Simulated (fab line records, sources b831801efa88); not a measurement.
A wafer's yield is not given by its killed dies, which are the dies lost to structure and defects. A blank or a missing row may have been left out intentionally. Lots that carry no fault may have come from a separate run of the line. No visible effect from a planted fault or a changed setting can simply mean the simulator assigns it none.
Code-filled problem report in 8D (eight disciplines) form    flow gf180mcu    the parts of the form that need people (team, actions taken, sign-off) are left out

== 1. THE PROBLEM ==
Mean HV_LDD_4_TW at GF_HV_LDD_TW_MEAS_50: 550 over 6 wafers in 2 lots; fault-free wafers: 569, standard deviation 4.1. That is -4.7 standard deviations from the usual mean.
First observed at day 16 18:02: wafer L734.2, on film-metro-03. The record holds 40 wafers of 14 lots with a number at this step. Rule for "out", or "out of limits": more than 4 standard deviations from the usual mean. All remaining wafers that have a number are taken as sound.

== 2. WHAT IT IS, AND WHAT IT ISN'T ==
question                     is                            is not
which readings at this step  HV_LDD_4_TW                   -
which lots                   L734, L735                    L721, L723, L725, L726, L727, L728, L730, L731, L732, L733, L743, L744
which wafers of those lots   all that have a number        -
read on which gauges         film-metro-01, film-metro-03  film-metro-02
when                         from day 16 18:02             up to then (29 sound wafers); but 5 sound wafers of L743, L744 came after

== 3. SUSPECTS, AND WHAT RULES EACH OUT ==
Counting: a tool at a process step up to the reading stays a suspect if it ran every lot that is out and no sound lot after the first of them.
- the gauge at GF_HV_LDD_TW_MEAS_50 is ruled out. Those wafers that are out were read across 2 gauges (film-metro-01, film-metro-03).
- implanter-01 at GF_HV_LDD_IMPLANT_48: ruled out as a lasting fault. Sound lots L743 ran on it after its first lot that is out, L734 (day 16 17:49).
Left after counting: nothing in the record.

== 4. THE CAUSE (what the simulator had put in) ==
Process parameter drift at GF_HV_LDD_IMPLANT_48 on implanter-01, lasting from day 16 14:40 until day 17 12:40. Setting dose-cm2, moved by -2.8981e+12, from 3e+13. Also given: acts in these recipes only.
The count ruled it out by mistake, since the rule takes a fault to strike every lot its tool runs from the start of the fault on, and this one did not do so.

== 5. SEQUENCE OF EFFECTS, ordered by route ==
Each row: a reading where the mean over the struck wafers with a number is more than 3 standard deviations away from the usual. Only readings for which the record gives a usual standard deviation are gone through. hours: the time from each lot's start at the first step in this table that gives one to its start at this step, as a median over the lots. sigmas: the change in usual standard deviations.
hours  step                  reading             usual       on struck wafers  change       sigmas
0      GF_HV_LDD_IMPLANT_48  dose-ions-cm2       3.0001e+13  2.7088e+13        -2.9132e+12  -99 or more
0      GF_HV_LDD_IMPLANT_48  faraday-current-uA  169         154               -15          -4.2
0      GF_HV_LDD_TW_MEAS_50  HV_LDD_4_TW         569         550               -19          -4.7
The process steps in it:
- GF_HV_LDD_IMPLANT_48

== 6. HOW IT WOULD HAVE BEEN CAUGHT EARLIER ==
3 hours passed between the start of the fault at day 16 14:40 and the first reading out of limits at a measuring or inspecting step in this record, taken at day 16 18:02.
The tool's own readings at GF_HV_LDD_IMPLANT_48 were out on every struck wafer that the step has a row for (dose-ions-cm2): an alarm limit on them would have fired on the first of those.
